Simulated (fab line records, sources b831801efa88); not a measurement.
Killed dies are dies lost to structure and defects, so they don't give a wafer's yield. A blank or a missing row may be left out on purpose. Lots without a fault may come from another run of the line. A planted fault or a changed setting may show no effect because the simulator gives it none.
Which tool did it? | flow gf180mcu | 12 lots, 36 wafers sampled, at 4 steps of a route of 602

WHAT THE GAUGES READ, wafer by wafer
GF_HV_LDD_OVL_MEAS_47. Usual: HV_LDD_03_OVL -0.7 nm, standard deviation 1.6.
lot  | measured     | on         | HV_LDD_03_OVL (nm) | flag
L286 | day 12 10:52 | overlay-01 | -2.8 -2.4 -1.8     |
L287 | day 12 20:10 | overlay-01 | 0.5 -1.0 -0.4      |
L288 | day 13 02:30 | overlay-01 | 1.9 -1.8 -0.3      |
L289 | day 13 07:10 | overlay-01 | 2.5 1.5 -0.6       |
L294 | day 15 20:34 | overlay-02 | -1.2 -2.3 -2.8     |
L296 | day 16 04:40 | overlay-02 | -0.5 -1.8 -2.1     |
L300 | day 17 05:22 | overlay-02 | -2.0 -0.9 -0.9     |
L304 | day 18 22:04 | overlay-02 | -0.6 0.2 -1.6      |
L305 | day 19 09:37 | overlay-02 | -1.9 -1.7 0.5      |
L307 | day 19 20:37 | overlay-01 | 1.8 2.6 1.6        |
L306 | day 19 21:37 | overlay-02 | -2.3 -0.8 -0.9     |
L308 | day 20 19:22 | overlay-01 | 2.2 1.3 2.9        |

GF_CONTACT_THK_MEAS_03. Usual: CONTACT_CVD_02_THK 863 nm, standard deviation 11.
lot  | measured     | on            | CONTACT_CVD_02_THK (nm) | flag
L286 | day 15 05:14 | film_metro-04 | 855 876 880             |
L287 | day 15 16:56 | film_metro-03 | 854 865 870             |
L288 | day 15 22:36 | film_metro-03 | 854 862 868             |
L289 | day 16 05:05 | film_metro-03 | 847 857 865             |
L294 | day 19 00:07 | film_metro-03 | 899 920 915             | OFF
L296 | day 19 08:38 | film_metro-04 | 891 907 914             | OFF
L300 | day 20 10:55 | film_metro-03 | 863 869 872             |
L304 | day 22 04:22 | film_metro-01 | 857 879 881             |
L305 | day 22 13:28 | film_metro-04 | 874 879 885             |
L307 | day 23 00:53 | film_metro-04 | 848 883 873             |
L306 | day 23 01:10 | film_metro-01 | 848 855 860             |
L308 | day 23 22:34 | film_metro-03 | 855 883 866             |

WHICH TOOL RAN EACH LOT (tool, then ch and the chambers of the sampled wafers, then the start)
lot  | GF_SAB_STRIP_13                      | GF_CONTACT_CVD_02
L286 | plasma_asher-02 ch 0,1, day 15 04:20 | pecvd-04 ch 1,2, day 15 05:10
L287 | plasma_asher-04 ch 0, day 15 16:03   | pecvd-01 ch 0,2, day 15 16:52
L288 | plasma_asher-04 ch 0,1, day 15 21:43 | pecvd-01 ch 0,1,2, day 15 22:32
L289 | plasma_asher-04 ch 0,1, day 16 04:11 | pecvd-01 ch 0,1, day 16 05:00
L294 | plasma_asher-01 ch 0,1, day 18 23:07 | pecvd-01 ch 0,1,2, day 19 00:02
L296 | plasma_asher-02 ch 0,1, day 19 07:44 | pecvd-01 ch 0,1, day 19 08:33
L300 | plasma_asher-04 ch 0,1, day 20 10:01 | pecvd-04 ch 1,2, day 20 10:50
L304 | plasma_asher-01 ch 0,1, day 22 03:28 | pecvd-03 ch 1,2, day 22 04:17
L305 | plasma_asher-01 ch 0,1, day 22 12:34 | pecvd-03 ch 1,2, day 22 13:23
L307 | plasma_asher-02 ch 0,1, day 22 23:59 | pecvd-03 ch 0,1,2, day 23 00:48
L306 | plasma_asher-01 ch 0, day 23 00:16   | pecvd-01 ch 0,1, day 23 01:05
L308 | plasma_asher-02 ch 0,1, day 23 21:40 | pecvd-03 ch 0,1,2, day 23 22:29
- GF_SAB_STRIP_13: strips in O2/N2.
- GF_CONTACT_CVD_02: deposits SiO2 from TEOS, target thk 860 nm, time 95.992 s.

WHAT THE TOOLS THEMSELVES READ (means of the sampled wafers that have a number; where no wafer has one, the mark that the record gives instead)
GF_SAB_STRIP_13. Usual: drypump_motor_current_A 5.96 A, standard deviation 0.24; heater_power_w 335 W, standard deviation 49; oes_product_au 0.710 a.u., standard deviation 0.0045; strip_time_to_endpoint_s 12.61 s, standard deviation 0.033.
lot  | tool            | drypump_motor_current_A (A) | heater_power_w (W) | oes_product_au (a.u.) | strip_time_to_endpoint_s (s) | flag
L286 | plasma_asher-02 | 6.11                        | 330                | 0.710                 | 12.65                        |
L287 | plasma_asher-04 | 5.55                        | 346                | 0.709                 | 12.65                        |
L288 | plasma_asher-04 | 5.80                        | 319                | 0.713                 | 12.64                        |
L289 | plasma_asher-04 | 6.02                        | 299                | 0.707                 | 12.60                        |
L294 | plasma_asher-01 | 5.90                        | 335                | 0.706                 | 12.57                        |
L296 | plasma_asher-02 | 6.04                        | 372                | 0.710                 | 12.64                        |
L300 | plasma_asher-04 | 5.99                        | 301                | 0.706                 | 12.59                        |
L304 | plasma_asher-01 | 5.82                        | 330                | 0.712                 | 12.53                        |
L305 | plasma_asher-01 | 5.81                        | 327                | 0.708                 | 12.58                        |
L307 | plasma_asher-02 | 6.04                        | 371                | 0.709                 | 12.61                        |
L306 | plasma_asher-01 | 5.70                        | 310                | 0.714                 | 12.59                        |
L308 | plasma_asher-02 | 6.12                        | 328                | 0.706                 | 12.61                        |

GF_CONTACT_CVD_02. Usual: heater_power_w 620 W, standard deviation 77; susceptor_temp_C 399.97 C, standard deviation 0.24.
lot  | tool     | heater_power_w (W) | susceptor_temp_C (C) | flag
L286 | pecvd-04 | 592                | 400.11               |
L287 | pecvd-01 | 691                | 399.74               |
L288 | pecvd-01 | 615                | 399.74               |
L289 | pecvd-01 | 593                | 400.28               |
L294 | pecvd-01 | 655                | 399.80               |
L296 | pecvd-01 | 572                | 399.98               |
L300 | pecvd-04 | 599                | 400.08               |
L304 | pecvd-03 | 649                | 400.15               |
L305 | pecvd-03 | 621                | 399.85               |
L307 | pecvd-03 | 595                | 399.91               |
L306 | pecvd-01 | 571                | 400.00               |
L308 | pecvd-03 | 585                | 400.01               |

THE ANSWER, worked out from the rows above alone
Rule: a lot is off if the mean of its wafers that have a number lies more than 3 standard deviations from the usual mean. A lot without any number at a reading at which 4 lots or more have one is off too. The other lots that the step has rows for count as sound. The gauges are gone through in route order, then the tools' own readings, and for those a lot's mean is taken as printed above. The first step at which some lot is off is used, and at that step the reading that is off furthest; a lot without a number counts as furthest.
Off: L294, L296, at GF_CONTACT_THK_MEAS_03 (CONTACT_CVD_02_THK).
A tool fits if, at a process step before that reading, it ran every lot that is off, and no sound lot after the first of them. The gauges at GF_CONTACT_THK_MEAS_03 are tried like those tools. None of those tried fits.

WHAT THE SIMULATOR HAD PUT IN
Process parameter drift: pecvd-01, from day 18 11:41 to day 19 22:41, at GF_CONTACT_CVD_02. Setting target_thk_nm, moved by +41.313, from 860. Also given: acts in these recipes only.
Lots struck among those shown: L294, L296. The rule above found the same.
